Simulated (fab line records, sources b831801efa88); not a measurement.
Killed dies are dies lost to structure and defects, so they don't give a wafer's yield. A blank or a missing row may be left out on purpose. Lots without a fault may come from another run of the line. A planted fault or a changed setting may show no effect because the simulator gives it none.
Chamber matching | flow gf180mcu | GF_V3_ETCH_16 on rie_diel-04: 4 sister chambers
The step etches BARC in N2/H2. 20 wafers are shown with their chamber, then 10 later ones without.

WAFERS WITH THEIR CHAMBER
wafer  | chamber | drypump_motor_current_A (A) | throttle_valve_pct (%) | oes_product_au (a.u.)
L076.1 | 2       | 6.5                         | 13.233                 | 0.856
L076.2 | 3       | 5.3                         | 13.219                 | 0.852
L076.5 | 2       | 6.5                         | 13.218                 | 0.854
L078.2 | 3       | 5.3                         | 13.233                 | 0.859
L078.3 | 2       | 6.5                         | 13.228                 | 0.863
L078.5 | 2       | 6.5                         | 13.217                 | 0.849
L084.4 | 2       | 6.6                         | 13.227                 | 0.859
L084.5 | 0       | 5.8                         | 13.213                 | 0.842
L084.6 | 1       | 5.6                         | 13.227                 | 0.855
L085.1 | 1       | 5.5                         | 13.222                 | 0.850
L085.3 | 3       | 5.3                         | 13.236                 | 0.854
L085.4 | 2       | 6.5                         | 13.208                 | 0.850
L086.1 | 1       | 5.6                         | 13.235                 | 0.851
L086.2 | 0       | 5.8                         | 13.222                 | 0.859
L086.3 | 3       | 5.3                         | 13.222                 | 0.854
L088.4 | 3       | 5.3                         | 13.226                 | 0.867
L088.5 | 3       | 5.3                         | 13.226                 | 0.860
L088.6 | 2       | 6.5                         | 13.224                 | 0.851
L090.2 | 0       | 5.8                         | 13.206                 | 0.862
L090.3 | 3       | 5.3                         | 13.232                 | 0.850

SIGNATURES (means of the wafers above)
reading                 | chamber 0 | chamber 1 | chamber 2 | chamber 3 | scatter within a chamber
drypump_motor_current_A | 5.800     | 5.567     | 6.514     | 5.300     | 0.0309
throttle_valve_pct      | 13.21367  | 13.22800  | 13.22214  | 13.22771  | 0.00736
oes_product_au          | 0.85433   | 0.85200   | 0.85457   | 0.85657   | 0.00616
Rule: a wafer's distance from a chamber is the root of the sum, over the readings, of the square of ((its reading less the chamber's mean) divided by the reading's scatter). The wafer belongs to the nearest chamber; if the next one is less than 2 further off, it can't be placed. The scatter: the root of (the sum of the squares of (reading less its chamber's mean) over the shown wafers, divided by (wafers less chambers)).

WAFERS WITHOUT THEIR CHAMBER
wafer  | drypump_motor_current_A (A) | throttle_valve_pct (%) | oes_product_au (a.u.)
L090.6 | 5.3                         | 13.220                 | 0.859
L095.1 | 6.5                         | 13.242                 | 0.851
L095.4 | 5.3                         | 13.229                 | 0.853
L095.5 | 5.6                         | 13.230                 | 0.858
L096.2 | 6.6                         | 13.208                 | 0.855
L096.4 | 5.3                         | 13.225                 | 0.854
L096.5 | 5.8                         | 13.220                 | 0.855
L097.1 | 6.5                         | 13.217                 | 0.854
L097.2 | 5.8                         | 13.229                 | 0.852
L097.3 | 5.3                         | 13.226                 | 0.857

WHICH CHAMBER EACH WENT THROUGH
wafer  | from the rows above | in truth
L090.6 | 3                   | 3
L095.1 | 2                   | 2
L095.4 | 3                   | 3
L095.5 | 1                   | 1
L096.2 | 2                   | 2
L096.4 | 3                   | 3
L096.5 | 0                   | 0
L097.1 | 2                   | 2
L097.2 | 0                   | 0
L097.3 | 3                   | 3
Placed correctly: 10 of 10. Can't be placed from these rows: 0. Placed wrongly: 0.
